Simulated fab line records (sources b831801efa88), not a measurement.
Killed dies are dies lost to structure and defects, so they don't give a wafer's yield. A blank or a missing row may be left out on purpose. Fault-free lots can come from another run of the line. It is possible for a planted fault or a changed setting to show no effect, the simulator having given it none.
fab line records	flow sky130
[record] lots = 5	wafers = 23
route steps=708 shown CAPM@550 METAL3@558 VIA3@573 CAP2M@610 METAL4@624
startH: start of the lot's first displayed wafer, in hours after the record's first day	waitH: hours elapsed since this lot's preceding step	" same as the row above	L1.1+2: a row that stands for several wafers	- no value, or no start given	* or withheld: withheld	< > ~ a bound
route shown NAME@n: NAME is a module with steps in the file, n the number in the route of the first one	usual: average and standard deviation across the fault-free wafers	same: alike in all rows	chamber/n: place in a boat	sites: the reading at each site	_std_site: standard deviation of those values	_edge_site: outer sites' mean less inner sites'	radiusMm: for every site, how far away it sits from the centre of the wafer	mask NAME#n: copy n	behind: the tool/chamber that last shaped the wafer	hold: why the lot went on hold/how many hours it stayed there/how the hold came to an end	device: transistor that didn't switch, given as n, p or np	end of line: tests run on the same wafers once the route is complete	where a step has no rows: the recipe by itself	killed: count of dies lost to structure and defects at first sort (not the wafer's yield)	map: a wafer's dies, x killed, . not, _ none there
set.NAME: setting as actually run; set.NAME@STEP: the setting as run at that earlier step	model.NAME: the simulator's own value behind a step, which no gauge read
lots whose settings were changed on purpose; a table a step, a row a wafer
[[steps]]
[step SKY_CAPM_METAL_ETCH_13]
[recipe] targetDepthNm = 220	stopOn = SiO2	chemistry = Cl2/BCl3	target = TiN	pressureMtorr = 10	icpW = 900	biasW = 48.5	Cl2_flow_sccm = 60	bcl3FlowSccm = 30	timeS = 62.9
lot.wafer	tool	chamber	startH	waitH	set.timeS	model.NOVOLAK_of_CAPM_COAT_07.thkNm	model.CAPM.featureDepthNm
L074.1+5	rieMetal-04	0	868.43	0.0	71.54	-	-
L074.2	"	1	"	"	62.9	1008	200.7
L074.3	"	1	"	"	62.9	-	-
L074.4	"	0	"	"	71.54	987.4	205.9
L075.1	rieMetal-04	0	876.63	0.0	62.9	990.4	203.3
L075.2	"	1	"	"	60.39	997.3	206.2
L075.3	"	1	"	"	60.39	1002	198.8
L075.4	"	0	"	"	62.9	993.7	202.4
L075.5	"	1	"	"	60.39	995.7	201.8
L077.1	rieMetal-02	1	898.51	0.0	54.52	1010	196.6
L077.2	"	0	"	"	62.9	993.6	205.6
L077.3+5	"	0	"	"	54.52	-	-
L077.6	"	1	"	"	62.9	994.2	202.9
L078.3	rieMetal-01	0	900.63	0.0	62.9	992.1	203.4
L078.4	"	1	"	"	62.9	995	206.3
L078.5	"	1	"	"	62.9	991.4	202.8
L080.1	rieMetal-04	1	919.86	0.0	54.05	1015	188.5
L080.2	"	0	"	"	54.05	1014	189.2
L080.3	"	1	"	"	62.9	997.1	201.2
L080.4	"	0	"	"	62.9	996.2	197
L080.5	"	0	"	"	54.05	1013	188.3
[step SKY_CAPM_STRIP_14]
[recipe] chemistry = O2/N2	powerW = 1400	pressureMtorr = 1500	platenTempC = withheld	o2FlowSccm = 3000	n2FlowSccm = 300	overashFraction = 0.5
[usual] stripTimeToEndpointS = 12.64/0.051
lot.wafer	tool	chamber	startH	waitH	set.resistThkNm@CAPM_COAT_07	set.timeS@CAPM_METAL_ETCH_13	stripTimeToEndpointS
L074.1	plasmaAsher-03	0	868.51	0.1	1140	71.54	12.33
L074.2	"	1	"	"	1160	62.9	12.82
L074.3	"	0	"	"	1160	62.9	12.77
L074.4	"	1	"	"	1160	71.54	12.58
L074.5	"	1	"	"	1140	71.54	12.32
L075.1	plasmaAsher-04	0	876.70	0.1	1140	62.9	12.62
L075.2	"	1	"	"	1140	60.39	12.70
L075.3	"	0	"	"	1140	60.39	12.76
L075.4	"	1	"	"	1140	62.9	12.65
L075.5	"	1	"	"	1140	60.39	12.67
L077.1	plasmaAsher-04	0	898.59	0.1	1140	54.52	12.79
L077.2	"	1	"	"	1140	62.9	12.66
L077.3	"	0	"	"	1140	54.52	12.81
L077.5	"	0	"	"	1140	54.52	12.83
L077.6	"	1	"	"	1140	62.9	12.66
L078.3	plasmaAsher-01	0	900.72	0.1	1140	62.9	12.64
L078.4	"	1	"	"	1140	62.9	12.67
L078.5	"	1	"	"	1140	62.9	12.64
L080.1	plasmaAsher-03	0	919.94	0.1	1140	54.05	12.85
L080.2	"	1	"	"	1140	54.05	12.83
L080.3	"	0	"	"	1140	62.9	12.69
L080.4	"	1	"	"	1140	62.9	12.68
L080.5	"	0	"	"	1140	54.05	12.84
[step SKY_METAL3_COAT_08]
[recipe] resist = KrF-thick	spinRpm = 3000	resistThkNm = 1140
lot.wafer	tool	chamber	startH	waitH	set.resistThkNm	model.KrF-thick_of_METAL3_COAT_08.thkNm
L074.1+4	lithoTrack-03	0	-	-	1140	1138
L074.2	"	0	"	"	1140	1140
L074.3	"	0	"	"	1175	1175
L074.5	"	0	"	"	1175	1172
L075.1+3+4	lithoTrack-02	0	-	-	1140	1141
L075.2+5	"	0	"	"	1167	1165
L077.1	lithoTrack-04	0	-	-	1140	1137
L077.2	"	0	"	"	1140	1136
L077.3+5	"	0	"	"	1179	1177
L077.6	"	0	"	"	1179	1175
L078.3	lithoTrack-04	0	-	-	1140	1139
L078.4	"	0	"	"	1140	1137
L078.5	"	0	"	"	1140	1138
L080.1	lithoTrack-04	0	-	-	1140	1137
L080.2	"	0	"	"	1168	1168
L080.3	"	0	"	"	1168	1167
L080.4	"	0	"	"	1140	1140
L080.5	"	0	"	"	1168	1166
[step SKY_METAL3_ETCH_16]
[recipe] chemistry = N2/H2	target = BARC	ionEnergyEv = 200	biasW = 100	pressureMtorr = 30	n2FlowSccm = 100	h2FlowSccm = 200	icpW = 500	stopOn = SiO2	timeS = 88.2	targetDepthA = 600
lot.wafer	tool	chamber	startH	waitH	set.biasW
L074.1+4	rieMetal-03	1	894.38	0.0	100
L074.2+3+5	"	0	"	"	90.16
L075.1+3	rieMetal-02	1,0	903.31	0.0	94
L075.2+4+5	"	0,1,0	"	"	100
L077.1+6	rieMetal-02	1	925.01	0.1	100
L077.2+3+5	"	1	"	"	106.8
L078.3+4+5	rieMetal-03	1,0,1	926.31	0.0	100
L080.1+2+3	rieMetal-01	1,0,1	944.96	0.0	100
L080.4+5	"	0,1	"	"	103.7
[step SKY_METAL3_ETCH_17]
[recipe] target = SiO2	stopOn = TiN	chemistry = C4F8/O2/Ar	sourceW = 1500	biasW = 1200	pressureMtorr = 40	c4f8FlowSccm = withheld	O2_flow_sccm = 6	Ar_flow_sccm = 300	timeS = 3.9	targetDepthA = 150
[step SKY_METAL3_METAL_ETCH_18]
[recipe] targetDepthA = 8450	stopOn = SiO2	overEtchFrac = 0.3	timeS = 183.1	chemistry = Cl2/BCl3	resistSidewallDeg = 88	pressureMtorr = 10	icpW = 900	biasW = 48.5	Cl2_flow_sccm = 60	bcl3FlowSccm = 30
[step SKY_METAL3_STRIP_19]
[recipe] chemistry = O2/N2	powerW = 1400	pressureMtorr = 1500	platenTempC = withheld	o2FlowSccm = 3000	n2FlowSccm = 300	overashFraction = 0.5
[usual] oesProductAu = 0.504/0.0058	stripTimeToEndpointS = 6.59/0.09
lot.wafer	tool	chamber	startH	waitH	set.resistThkNm@METAL3_COAT_08	oesProductAu	stripTimeToEndpointS
L074.1	plasmaAsher-03	0	894.67	0.1	1140	0.508	6.68
L074.2	"	1	"	"	1140	0.509	6.67
L074.3	"	0	"	"	1175	0.530	7.08
L074.4	"	1	"	"	1140	0.510	6.64
L074.5	"	1	"	"	1175	0.521	6.99
L075.1	plasmaAsher-01	1	903.66	0.2	1140	0.499	6.55
L075.2	"	0	"	"	1167	0.514	6.70
L075.3	"	1	"	"	1140	0.496	6.52
L075.4	"	0	"	"	1140	0.503	6.52
L075.5	"	1	"	"	1167	0.519	6.82
L077.1	plasmaAsher-01	0	925.40	0.1	1140	0.503	6.58
L077.2	"	1	"	"	1140	0.504	6.59
L077.3	"	1	"	"	1179	0.520	6.98
L077.5	"	0	"	"	1179	0.515	6.99
L077.6	"	1	"	"	1179	0.526	7.02
L078.3	plasmaAsher-02	1	926.61	0.1	1140	0.499	6.72
L078.4	"	0	"	"	1140	0.508	6.70
L078.5	"	1	"	"	1140	0.508	6.67
L080.1	plasmaAsher-02	0	945.26	0.1	1140	0.498	6.55
L080.2	"	1	"	"	1168	0.512	6.91
L080.3	"	1	"	"	1168	0.509	6.85
L080.4	"	0	"	"	1140	0.503	6.62
L080.5	"	0	"	"	1168	0.512	6.78
[step SKY_VIA3_HDPCVD_00]
[recipe] material = SiO2	targetThkNm = 1635	sigmaOpenFrac = 0.3	timeS = 272.5	tempC = 400	sih4FlowSccm = 60	pressureMtorr = 6
lot.wafer	tool	chamber	startH	waitH	set.timeS	model.SiO2_of_VIA3_HDPCVD_00.thkNm
L074.1	hdpcvd-01	0	895.27	0.0	272.5	1632
L074.2	"	2	"	"	272.5	1622
L074.3	"	1	"	"	272.5	1596
L074.4	"	0	"	"	272.5	1637
L074.5	"	2	"	"	272.5	1638
L075.1	hdpcvd-01	2	904.29	0.0	303.5	1817
L075.2	"	0	"	"	303.5	1805
L075.3	"	1	"	"	272.5	1633
L075.4	"	0	"	"	303.5	1812
L075.5	"	1	"	"	272.5	1613
L077.1	hdpcvd-01	1	926.00	0.0	272.5	1604
L077.2	"	0	"	"	287.8	1706
L077.3	"	2	"	"	287.8	1710
L077.5	"	0	"	"	272.5	1622
L077.6	"	2	"	"	287.8	1718
L078.3	hdpcvd-02	2	927.17	0.0	272.5	1651
L078.4	"	2	"	"	272.5	1643
L078.5	"	0	"	"	272.5	1626
L080.1	hdpcvd-02	0	945.88	0.0	272.5	1645
L080.2	"	1	"	"	272.5	1633
L080.3	"	0	"	"	272.5	1630
L080.4	"	1	"	"	272.5	1622
L080.5	"	1	"	"	272.5	1614
[step SKY_VIA3_THK_MEAS_01]
[recipe] reads = SiO2_of_VIA3_HDPCVD_00
[usual] VIA3_HDPCVD_THK = 1629/19
lot.wafer	tool	chamber	startH	waitH	set.timeS@VIA3_HDPCVD_00	VIA3_HDPCVD_THK[nm]
L074.1	filmMetro-04	-	895.44	0.1	272.5	1631
L074.2	"	-	"	"	272.5	1621
L074.3	"	-	"	"	272.5	1596
L074.4	"	-	"	"	272.5	1638
L074.5	"	-	"	"	272.5	1639
L075.1	filmMetro-01	-	904.46	0.1	303.5	1818
L075.2	"	-	"	"	303.5	1806
L075.3	"	-	"	"	272.5	1633
L075.4	"	-	"	"	303.5	1812
L075.5	"	-	"	"	272.5	1613
L077.1	filmMetro-01	-	926.17	0.1	272.5	1603
L077.2	"	-	"	"	287.8	1705
L077.3	"	-	"	"	287.8	1711
L077.5	"	-	"	"	272.5	1622
L077.6	"	-	"	"	287.8	1718
L078.3	filmMetro-04	-	927.36	0.1	272.5	1652
L078.4	"	-	"	"	272.5	1645
L078.5	"	-	"	"	272.5	1627
L080.1	filmMetro-04	-	946.14	0.2	272.5	1645
L080.2	"	-	"	"	272.5	1631
L080.3	"	-	"	"	272.5	1630
L080.4	"	-	"	"	272.5	1622
L080.5	"	-	"	"	272.5	1614
[step SKY_VIA3_ETCH_14]
[recipe] chemistry = N2/H2	target = BARC	ionEnergyEv = 200	sourceW = 500	biasW = 100	pressureMtorr = 30	n2FlowSccm = 100	h2FlowSccm = 200	stopOn = SiO2	timeS = 45.9	targetDepthA = 600
lot.wafer	tool	chamber	startH	waitH	set.timeS	model.KrF-thick_of_VIA3_COAT_07.thkNm
L074.1	rieDiel-01	3	921.73	0.0	51.92	385.6
L074.2	"	1	"	"	45.9	391.1
L074.3	"	0	"	"	51.92	384.7
L074.4	"	2	"	"	45.9	391.5
L074.5	"	3	"	"	45.9	390.5
L075.1	rieDiel-01	3	929.88	0.0	45.9	392.8
L075.2	"	0	"	"	45.9	393.4
L075.3+5	"	1,0	"	"	45.9	392
L075.4	"	3	"	"	45.9	391.8
L077.1	rieDiel-02	0	951.43	0.0	45.9	394.1
L077.2	"	3	"	"	44.14	394.9
L077.3	"	2	"	"	45.9	395.3
L077.5	"	0	"	"	44.14	395.6
L077.6	"	1	"	"	45.9	394
L078.3	rieDiel-03	3	952.13	0.0	45.9	392.5
L078.4	"	2	"	"	45.9	392.8
L078.5	"	1	"	"	45.9	391.7
L080.1	rieDiel-01	1	971.29	0.0	45.9	394.3
L080.2	"	3	"	"	45.9	392.1
L080.3	"	2	"	"	49.95	390
L080.4	"	0	"	"	49.95	389.9
L080.5	"	3	"	"	49.95	386.9
[step SKY_CAP2M_COAT_07]
[recipe] resist = NOVOLAK	spinRpm = 3000	resistThkNm = 1140
lot.wafer	tool	chamber	startH	waitH	set.resistThkNm	model.NOVOLAK_of_CAP2M_COAT_07.thkNm
L074.1+2	lithoTrack-03	0	935.53	0.1	1140	1142
L074.3+4	"	0	"	"	1119	1118
L074.5	"	0	"	"	1140	1140
L075.1+5	lithoTrack-04	0	944.19	0.1	1140	1144
L075.2	"	0	"	"	1140	1143
L075.3	"	0	"	"	1140	1142
L075.4	"	0	"	"	1140	1146
L077.1	lithoTrack-01	0	965.80	0.1	1140	1145
L077.2+6	"	0	"	"	1189	1194
L077.3	"	0	"	"	1140	1140
L077.5	"	0	"	"	1189	1193
L078.3+4	lithoTrack-01	0	966.80	0.1	1140	1139
L078.5	"	0	"	"	1140	1143
L080.1+5	lithoTrack-03	0	984.58	0.1	1140	1137
L080.2	"	0	"	"	1208	1207
L080.3	"	0	"	"	1140	1136
L080.4	"	0	"	"	1208	1205
[step SKY_CAP2M_METAL_ETCH_13]
[recipe] targetDepthNm = 220	stopOn = SiO2	chemistry = Cl2/BCl3	target = TiN	pressureMtorr = 10	icpW = 900	biasW = 48.5	Cl2_flow_sccm = 60	bcl3FlowSccm = 30	timeS = 62.9
lot.wafer	tool	chamber	startH	waitH	set.icpW	set.resistThkNm@CAP2M_COAT_07	model.NOVOLAK_of_CAP2M_COAT_07.thkNm	model.SiO2_of_CAP2M_CVD_00.thkNm
L074.1	rieMetal-04	1	948.12	0.0	900	1140	992.9	15.4
L074.2	"	0	"	"	900	1140	994.7	14.99
L074.3	"	0	"	"	900	1119	970.3	15.17
L074.4	"	1	"	"	987.3	1119	958.9	13.63
L074.5	"	1	"	"	987.3	1140	979.4	13.8
L075.1	rieMetal-03	0	956.03	0.0	1005	1140	982.9	13.26
L075.2	"	1	"	"	1005	1140	982.2	12.98
L075.3	"	1	"	"	1005	1140	981.7	13.21
L075.4	"	0	"	"	900	1140	999.2	15.3
L075.5	"	1	"	"	900	1140	997.4	15.27
L077.1	rieMetal-04	0	977.88	0.0	847.5	1140	1004	15.8
L077.2	"	1	"	"	847.5	1189	1054	15.69
L077.3	"	1	"	"	847.5	1140	1000	15.55
L077.5	"	0	"	"	900	1189	1046	15.92
L077.6	"	1	"	"	900	1189	1047	15.76
L078.3	rieMetal-02	1	978.30	0.0	900	1140	988.6	15.4
L078.4	"	0	"	"	900	1140	986.7	15.93
L078.5	"	0	"	"	900	1140	991.5	16.11
L080.1	rieMetal-04	0	996.62	0.0	900	1140	992.1	15.82
L080.2	"	1	"	"	1007	1208	1049	13.84
L080.3	"	1	"	"	900	1140	991.7	15.73
L080.4	"	0	"	"	900	1208	1059	15.86
L080.5	"	0	"	"	1007	1140	977.3	13.84
[step SKY_CAP2M_STRIP_14]
[recipe] chemistry = O2/N2	powerW = 1400	pressureMtorr = 1500	platenTempC = withheld	o2FlowSccm = 3000	n2FlowSccm = 300	overashFraction = 0.5
[usual] stripTimeToEndpointS = 12.64/0.041
lot.wafer	tool	chamber	startH	waitH	set.resistThkNm@CAP2M_COAT_07	stripTimeToEndpointS
L074.1	plasmaAsher-03	1	948.19	0.1	1140	12.64
L074.2	"	0	"	"	1140	12.66
L074.3	"	0	"	"	1119	12.39
L074.4	"	1	"	"	1119	12.26
L074.5	"	1	"	"	1140	12.49
L075.1	plasmaAsher-02	0	956.11	0.1	1140	12.53
L075.2	"	1	"	"	1140	12.53
L075.3	"	0	"	"	1140	12.51
L075.4	"	1	"	"	1140	12.74
L075.5	"	0	"	"	1140	12.69
L077.1	plasmaAsher-04	1	977.96	0.1	1140	12.77
L077.2	"	0	"	"	1189	13.27
L077.3	"	0	"	"	1140	12.72
L077.5	"	1	"	"	1189	13.19
L077.6	"	0	"	"	1189	13.21
L078.3	plasmaAsher-02	1	978.39	0.1	1140	12.60
L078.4	"	0	"	"	1140	12.58
L078.5	"	1	"	"	1140	12.62
L080.1	plasmaAsher-02	0	996.69	0.1	1140	12.63
L080.2	"	1	"	"	1208	13.23
L080.3	"	0	"	"	1140	12.64
L080.4	"	1	"	"	1208	13.32
L080.5	"	1	"	"	1140	12.47
[step SKY_METAL4_COAT_08]
[recipe] resist = KrF-thick	spinRpm = 3000	resistThkNm = 1140
lot.wafer	tool	chamber	startH	waitH	set.spinRpm	model.KrF-thick_of_METAL4_COAT_08.thkNm
L074.1	lithoTrack-04	0	-	-	3000	1141
L074.2	"	0	"	"	2858	1166
L074.3	"	0	"	"	3000	1143
L074.4	"	0	"	"	3000	1139
L074.5	"	0	"	"	2858	1167
L075.1	lithoTrack-01	0	-	-	3000	1139
L075.2	"	0	"	"	3186	1104
L075.3	"	0	"	"	3000	1134
L075.4	"	0	"	"	3186	1103
L075.5	"	0	"	"	3000	1138
L077.1	lithoTrack-01	0	-	-	3116	1120
L077.2+5	"	0	"	"	3116	1122
L077.3	"	0	"	"	3000	1146
L077.6	"	0	"	"	3000	1143
L078.3	lithoTrack-04	0	-	-	3000	1148
L078.4	"	0	"	"	3000	1147
L078.5	"	0	"	"	3000	1143
L080.1	lithoTrack-04	0	-	-	2906	1158
L080.2	"	0	"	"	3000	1140
L080.3	"	0	"	"	3000	1141
L080.4	"	0	"	"	2906	1156
L080.5	"	0	"	"	3000	1138
[step SKY_METAL4_ETCH_16]
[recipe] chemistry = N2/H2	target = BARC	ionEnergyEv = 200	biasW = 100	pressureMtorr = 30	n2FlowSccm = 100	h2FlowSccm = 200	icpW = 500	stopOn = SiO2	timeS = 88.2	targetDepthA = 600
lot.wafer	tool	chamber	startH	waitH	set.biasW
L074.1+5	rieMetal-03	1,0	973.24	0.0	108.8
L074.2+3+4	"	0,1,0	"	"	100
L075.1+2+3+4+5	rieMetal-04	1,0,0,1,0	980.53	0.0	100
L077.1+6	rieMetal-03	0	1002.06	0.0	91.01
L077.2+3+5	"	1,0,1	"	"	100
L078.3+4+5	rieMetal-04	1,0,0	1002.32	0.0	100
L080.1+5	rieMetal-01	0	1018.48	0.0	88.63
L080.2+3+4	"	1,0,1	"	"	100
[step SKY_METAL4_ETCH_17]
[recipe] target = SiO2	stopOn = TiN	chemistry = C4F8/O2/Ar	sourceW = 1555	biasW = 1200	pressureMtorr = 40	c4f8FlowSccm = withheld	O2_flow_sccm = 6	Ar_flow_sccm = 300	timeS = 3.9	targetDepthA = 150
[usual] oesProductAu = 0.757/0.0096
lot.wafer	tool	chamber	startH	waitH	set.icpW@CAP2M_METAL_ETCH_13	oesProductAu
L074.1	rieDiel-01	1	973.34	0.1	900	0.753
L074.2	"	3	"	"	900	0.739
L074.3	"	0	"	"	900	0.739
L074.4	"	2	"	"	987.3	0.709
L074.5	"	0	"	"	987.3	0.704
L075.1	rieDiel-03	0	980.63	0.1	1005	0.697
L075.2	"	3	"	"	1005	0.683
L075.3	"	1	"	"	1005	0.700
L075.4	"	2	"	"	900	0.743
L075.5	"	1	"	"	900	0.751
L077.1	rieDiel-03	1	1002.16	0.1	847.5	0.763
L077.2	"	0	"	"	847.5	0.757
L077.3	"	2	"	"	847.5	0.759
L077.5	"	0	"	"	900	0.759
L077.6	"	2	"	"	900	0.766
L078.3	rieDiel-01	0	1002.38	0.0	900	0.751
L078.4	"	1	"	"	900	0.765
L078.5	"	0	"	"	900	0.761
L080.1	rieDiel-04	3	1018.58	0.1	900	0.763
L080.2	"	1	"	"	1007	0.705
L080.3	"	2	"	"	900	0.755
L080.4	"	0	"	"	900	0.767
L080.5	"	0	"	"	1007	0.725
[step SKY_METAL4_METAL_ETCH_18]
[recipe] targetDepthA = 8450	stopOn = SiO2	overEtchFrac = 0.3	timeS = 183.1	chemistry = Cl2/BCl3	resistSidewallDeg = 88	pressureMtorr = 10	icpW = 900	biasW = 48.5	Cl2_flow_sccm = 60	bcl3FlowSccm = 30
lot.wafer	tool	chamber	startH	waitH	set.spinRpm@METAL4_COAT_08	model.KrF-thick_of_METAL4_COAT_08.thkNm
L074.1	rieMetal-04	1	973.35	0.0	3000	522
L074.2	"	0	"	"	2858	544.8
L074.3	"	0	"	"	3000	525.8
L074.4	"	1	"	"	3000	515.8
L074.5	"	1	"	"	2858	546.3
L075.1	rieMetal-01	0	980.64	0.0	3000	534.9
L075.2	"	1	"	"	3186	503.6
L075.3	"	1	"	"	3000	530.9
L075.4	"	0	"	"	3186	498.7
L075.5	"	0	"	"	3000	530.4
L077.1	rieMetal-01	0	1002.18	0.0	3116	510
L077.2	"	1	"	"	3116	523.3
L077.3	"	1	"	"	3000	547.7
L077.5	"	1	"	"	3116	522.1
L077.6	"	0	"	"	3000	532.1
L078.3	rieMetal-03	1	1002.46	0.1	3000	540.3
L078.4	"	0	"	"	3000	536.1
L078.5	"	0	"	"	3000	539
L080.1	rieMetal-03	1	1018.60	0.0	2906	557
L080.2	"	0	"	"	3000	532.8
L080.3	"	0	"	"	3000	530.7
L080.4	"	1	"	"	2906	553.5
L080.5	"	0	"	"	3000	530.6
[step SKY_METAL4_STRIP_19]
[recipe] chemistry = O2/N2	powerW = 1400	pressureMtorr = 1500	platenTempC = withheld	o2FlowSccm = 3000	n2FlowSccm = 300	overashFraction = 0.5
[usual] stripTimeToEndpointS = 6.63/0.076
lot.wafer	tool	chamber	startH	waitH	set.spinRpm@METAL4_COAT_08	stripTimeToEndpointS
L074.1	plasmaAsher-03	1	973.53	0.1	3000	6.49
L074.2	"	0	"	"	2858	6.72
L074.3	"	0	"	"	3000	6.53
L074.4	"	1	"	"	3000	6.43
L074.5	"	0	"	"	2858	6.73
L075.1	plasmaAsher-03	0	980.82	0.1	3000	6.61
L075.2	"	1	"	"	3186	6.29
L075.3	"	1	"	"	3000	6.57
L075.4	"	0	"	"	3186	6.23
L075.5	"	0	"	"	3000	6.59
L077.1	plasmaAsher-01	0	1002.36	0.1	3116	6.36
L077.2	"	1	"	"	3116	6.49
L077.3	"	1	"	"	3000	6.74
L077.5	"	0	"	"	3116	6.50
L077.6	"	1	"	"	3000	6.59
L078.3	plasmaAsher-03	1	1002.61	0.1	3000	6.66
L078.4	"	0	"	"	3000	6.62
L078.5	"	1	"	"	3000	6.65
L080.1	plasmaAsher-01	0	1018.78	0.1	2906	6.82
L080.2	"	1	"	"	3000	6.61
L080.3	"	0	"	"	3000	6.56
L080.4	"	1	"	"	2906	6.79
L080.5	"	0	"	"	3000	6.56
[[key]]
[split] step = SKY_CAPM_METAL_ETCH_13	setting = timeS	stated = 62.9	by = wafer
[response] step = SKY_CAPM_METAL_ETCH_13	reading = model.NOVOLAK_of_CAPM_COAT_07.thkNm	change = -1.29	per = 1%	r = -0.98
[response] step = SKY_CAPM_METAL_ETCH_13	reading = model.CAPM.featureDepthNm	change = +0.602	per = 1%	r = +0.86
[response] step = SKY_CAPM_STRIP_14	reading = stripTimeToEndpointS	slope = *	per = 1%	togetherWith = resistThkNm@CAPM_COAT_07	explained = 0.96
[split] step = SKY_METAL3_COAT_08	setting = resistThkNm	stated = 1140	by = wafer
[response] step = SKY_METAL3_COAT_08	reading = model.KrF-thick_of_METAL3_COAT_08.thkNm	change = +11.3	per = 1%	r = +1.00
[response] step = SKY_METAL3_STRIP_19	reading = oesProductAu	change = +0.00532	per = 1%	r = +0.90
[response] step = SKY_METAL3_STRIP_19	reading = stripTimeToEndpointS	change = *	per = 1%	r = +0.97
[split] step = SKY_METAL3_ETCH_16	setting = biasW	stated = 100	by = wafer
response none clear
[split] step = SKY_VIA3_HDPCVD_00	setting = timeS	stated = 272.5	by = wafer
[response] step = SKY_VIA3_HDPCVD_00	reading = model.SiO2_of_VIA3_HDPCVD_00.thkNm	change = +16.8	per = 1%	r = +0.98
[response] step = SKY_VIA3_THK_MEAS_01	reading = VIA3_HDPCVD_THK	change = +16.8	per = 1%	r = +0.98
[split] step = SKY_VIA3_ETCH_14	setting = timeS	stated = 45.9	by = wafer
[response] step = SKY_VIA3_ETCH_14	reading = model.KrF-thick_of_VIA3_COAT_07.thkNm	change = -0.444	per = 1%	r = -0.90
[split] step = SKY_CAP2M_COAT_07	setting = resistThkNm	stated = 1140	by = wafer
[response] step = SKY_CAP2M_COAT_07	reading = model.NOVOLAK_of_CAP2M_COAT_07.thkNm	change = +11.7	per = 1%	r = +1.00
[response] step = SKY_CAP2M_METAL_ETCH_13	reading = model.NOVOLAK_of_CAP2M_COAT_07.thkNm	change = +11.2	per = 1%	r = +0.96
[response] step = SKY_CAP2M_STRIP_14	reading = stripTimeToEndpointS	change = *	per = 1%	r = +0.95
[split] step = SKY_CAP2M_METAL_ETCH_13	setting = icpW	stated = 900	by = wafer
[response] step = SKY_CAP2M_METAL_ETCH_13	reading = model.SiO2_of_CAP2M_CVD_00.thkNm	change = -0.152	per = 1%	r = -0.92
[response] step = SKY_METAL4_ETCH_17	reading = oesProductAu	change = -0.00373	per = 1%	r = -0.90
[split] step = SKY_METAL4_COAT_08	setting = spinRpm	stated = 3000	by = wafer
[response] step = SKY_METAL4_COAT_08	reading = model.KrF-thick_of_METAL4_COAT_08.thkNm	change = -5.58	per = 1%	r = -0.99
[response] step = SKY_METAL4_METAL_ETCH_18	reading = model.KrF-thick_of_METAL4_COAT_08.thkNm	change = -5.43	per = 1%	r = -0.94
[response] step = SKY_METAL4_STRIP_19	reading = stripTimeToEndpointS	change = *	per = 1%	r = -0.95
[split] step = SKY_METAL4_ETCH_16	setting = biasW	stated = 100	by = wafer
response none clear
split outsideThisFile step=SKY_CAPM_COAT_07 setting=resistThkNm
// split outsideThisFile: this setting was split too, and the file shows its column; the key of that split is in another file
